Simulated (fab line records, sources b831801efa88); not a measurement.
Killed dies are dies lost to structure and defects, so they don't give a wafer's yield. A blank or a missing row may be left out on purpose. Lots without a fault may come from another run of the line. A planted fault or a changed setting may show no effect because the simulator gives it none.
Split-lot experiment | flow sky130 | 5 lots, 23 wafers read, on a route of 708 steps

THE SPLIT
At SKY_LI_CONTACT_CMP_02 (polishes PSG), the setting leave_above_ref_nm was moved away from the recipe's 597.2 nm on 4 of the 23 wafers read, by +5.9% to +7.2%. The other wafers ran this setting at the recipe's value.

FROM THE SPLIT TO THE READING: what the file shows between them, 1 step
- SKY_LI_CONTACT_ETCH_14: etches BARC in N2/H2, stops on SiO2, time 45.9 s, target depth 60 nm (also split here: ion_energy_ev)

THE READING
oes_product_au, in a.u., at SKY_LI_CONTACT_ETCH_15 (etches PSG in C4F8/O2/Ar, stops on Si, target depth 600 nm). Fault-free wafers of this fab line usually give 0.837 a.u., standard deviation 0.004 a.u..

wafer  | tool, chamber at the split | leave_above_ref_nm as run, nm | against the recipe | oes_product_au, a.u. | against lot-mates on the recipe
L076.1 | cmp-01, 0                  | 597.2                         | recipe             | 0.840                | -
L076.2 | cmp-01, 3                  | 597.2                         | recipe             | 0.843                | -
L076.3 | cmp-01, 1                  | 597.2                         | recipe             | 0.839                | -
L076.5 | cmp-01, 3                  | 597.2                         | recipe             | 0.840                | -
L076.6 | cmp-01, 0                  | 597.2                         | recipe             | 0.840                | -
L080.1 | cmp-02, 2                  | 597.2                         | recipe             | 0.841                | -
L080.3 | cmp-02, 0                  | 597.2                         | recipe             | 0.838                | -
L080.4 | cmp-02, 3                  | 597.2                         | recipe             | 0.834                | -
L080.5 | cmp-02, 3                  | 597.2                         | recipe             | 0.839                | -
L080.6 | cmp-02, 2                  | 597.2                         | recipe             | 0.832                | -
L082.1 | cmp-02, 1                  | 597.2                         | recipe             | 0.838                | -
L082.2 | cmp-02, 2                  | 597.2                         | recipe             | 0.836                | -
L082.3 | cmp-02, 0                  | 597.2                         | recipe             | 0.840                | -
L082.5 | cmp-02, 3                  | 632.2                         | +5.9%              | 0.863                | +0.025
L082.6 | cmp-02, 0                  | 632.2                         | +5.9%              | 0.861                | +0.023
L083.4 | cmp-01, 3                  | 597.2                         | recipe             | 0.844                | -
L083.5 | cmp-01, 0                  | 597.2                         | recipe             | 0.839                | -
L083.6 | cmp-01, 1                  | 597.2                         | recipe             | 0.835                | -
L085.2 | cmp-01, 1                  | 640                           | +7.2%              | 0.871                | +0.036
L085.3 | cmp-01, 3                  | 597.2                         | recipe             | 0.839                | -
L085.4 | cmp-01, 2                  | 640                           | +7.2%              | 0.871                | +0.036
L085.5 | cmp-01, 0                  | 597.2                         | recipe             | 0.831                | -
L085.6 | cmp-01, 1                  | 597.2                         | recipe             | 0.834                | -

THE FIT
A straight line over all 23 wafers: oes_product_au changes by +0.00441 a.u. for each +1% of leave_above_ref_nm; r = +0.96; the points scatter about the line by 0.0033 a.u..
The same after taking each lot's own level away (the mean of its wafers on the recipe; 23 wafers): +0.00469 a.u. for each +1%; r = +0.97; scatter 0.003 a.u..
On that fit, the largest move of leave_above_ref_nm shifts the reading by 0.034 a.u..
The lots' own levels span 0.8347 to 0.8404 a.u., that is 1.4 times the standard deviation above.
So the lot-to-lot level changes the slope little: the two slopes agree.
Check: with one of the wafers moved furthest among these (+7.2%) left out of the fit, the line predicts +0.0323 a.u. for it against its lot-mates. It came out at +0.0363 a.u. against them.

OTHER SPLITS ON THESE WAFERS
These wafers also went through other splits before the reading. Each is held against what the fit with the lots' levels taken away leaves over:
other split on the same wafers       | wafers away from the commonest value | r with oes_product_au (lot level and that fit taken away)
SKY_LDD_P_COAT_02 resist_thk_nm      | 6                                    | -0.06
SKY_LDD_P_IMPLANT_09 dose_cm2        | 7                                    | -0.15
SKY_LDD_LDN_IMPLANT_10 energy_kev    | 8                                    | +0.11
SKY_SD_P_IMPLANT_09 energy_kev       | 10                                   | +0.29
SKY_SD_N_IMPLANT_09 energy_kev       | 8                                    | -0.20
SKY_LI_CONTACT_ETCH_14 ion_energy_ev | 9                                    | +0.08

THE WHOLE CHAIN: every reading that the file lists as answering this split, in the file's order
step                   | what it does                                               | reading                                                                             | change (the file's fit)                   | r (the file's)
SKY_LI_CONTACT_CMP_02  | polishes PSG                                               | PSG_of_LI_CONTACT_HDPCVD_00.thk_nm (the simulator's own value, which no gauge read) | +6.09 nm for each +1% of the setting      | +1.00
SKY_LI_CONTACT_ETCH_15 | etches PSG in C4F8/O2/Ar, stops on Si, target depth 600 nm | oes_product_au                                                                      | +0.00471 a.u. for each +1% of the setting | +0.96
SKY_LI_CONTACT_ETCH_15 | etches PSG in C4F8/O2/Ar, stops on Si, target depth 600 nm | LI_CONTACT.feature_depth_nm (the simulator's own value, which no gauge read)        | +6.09 nm for each +1% of the setting      | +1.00

THE FILE'S OWN FIT
oes_product_au changes by +0.00471 a.u. for each +1% of leave_above_ref_nm, r = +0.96.
